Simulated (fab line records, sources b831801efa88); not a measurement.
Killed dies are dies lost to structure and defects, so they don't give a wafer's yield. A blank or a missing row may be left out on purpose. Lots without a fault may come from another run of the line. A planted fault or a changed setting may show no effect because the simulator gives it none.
One fault seen from 2 desks | flow sky130 | each desk has only its own numbers; what lay behind them comes last

THE TOOL OWNER'S DESK: rie_diel-03
The tool's own readings at SKY_CONTACT_ETCH_18 (etches Si3N4 in CHF3/O2, stops on TiN, time 39 s, target depth 75 nm): means of the sampled wafers that have a number, for each lot that ran on this tool. A lot is out of limits, marked OUT, if its mean lies more than 4 standard deviations from the usual mean; the brackets give that distance.
Columns: A = bias_w at SKY_CONTACT_ETCH_18, usual 199.9 W; B = drypump_motor_current_A at SKY_CONTACT_ETCH_18, usual 5.8 A; C = oes_product_au at SKY_CONTACT_ETCH_18, usual 0.853 a.u.; D = throttle_valve_pct at SKY_CONTACT_ETCH_18, usual 8.792 %
lot  | first seen here | A               | B   | C     | D
L782 | day 31 10:00    | 200.2           | 5.8 | 0.850 | 8.788
L786 | day 32 17:00    | 199.6           | 5.8 | 0.845 | 8.791
L787 | day 33 07:00    | 200.1           | 5.8 | 0.856 | 8.788
L791 | day 34 16:00    | 161.8 (-60) OUT | 6.0 | 0.852 | 8.797
L792 | day 34 21:00    | 161.5 (-61) OUT | 5.8 | 0.843 | 8.791
L800 | day 37 18:00    | 199.9           | 5.9 | 0.859 | 8.786
L805 | day 38 17:00    | 200.3           | 5.7 | 0.849 | 8.788
This desk's finding: out of limits on L791, L792; first on L791, day 34 16:00 (bias_w at SKY_CONTACT_ETCH_18). In limits: L782, L786, L787, L800, L805.

THE METROLOGY DESK
What the gauges read, lot by lot, whatever tool the lot ran on: means of the sampled wafers that have a number. A lot is out of limits, marked OUT, if its mean lies more than 4 standard deviations from the usual mean; the brackets give that distance.
Columns: A = CONTACT_W_THK at SKY_CONTACT_THK_MEAS_26, usual 333 nm
lot  | first seen here | A
L782 | day 31 11:02    | 336
L783 | day 31 17:01    | 329
L786 | day 32 18:34    | 329
L787 | day 33 08:13    | 338
L791 | day 34 17:10    | 337
L792 | day 34 22:33    | 339
L799 | day 37 17:50    | 331
L800 | day 37 19:56    | 334
L801 | day 38 01:03    | 341
L803 | day 38 10:28    | 319
L805 | day 38 18:27    | 326
L804 | day 38 21:09    | 339
This desk's finding: nothing out of limits on any of the 12 lots.

PUT TOGETHER
The tool owner's desk could have raised an alarm at day 34 16:00, on L791, L792.
The metrology desk saw nothing out of limits.
The metrology desk has L791, L792 on record, within its limits.
Of the lots named, all ran SKY_CONTACT_ETCH_18 on rie_diel-03.

WHAT THE SIMULATOR HAD PUT IN
Process parameter drift: rie_diel-03, from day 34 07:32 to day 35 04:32, at SKY_CONTACT_ETCH_18. Setting bias_w, moved by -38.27, from 200. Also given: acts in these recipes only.
Lots struck among those shown: L791, L792.
Hours from the fault's start to each desk's first reading out of limits: the tool owner's desk, 8.
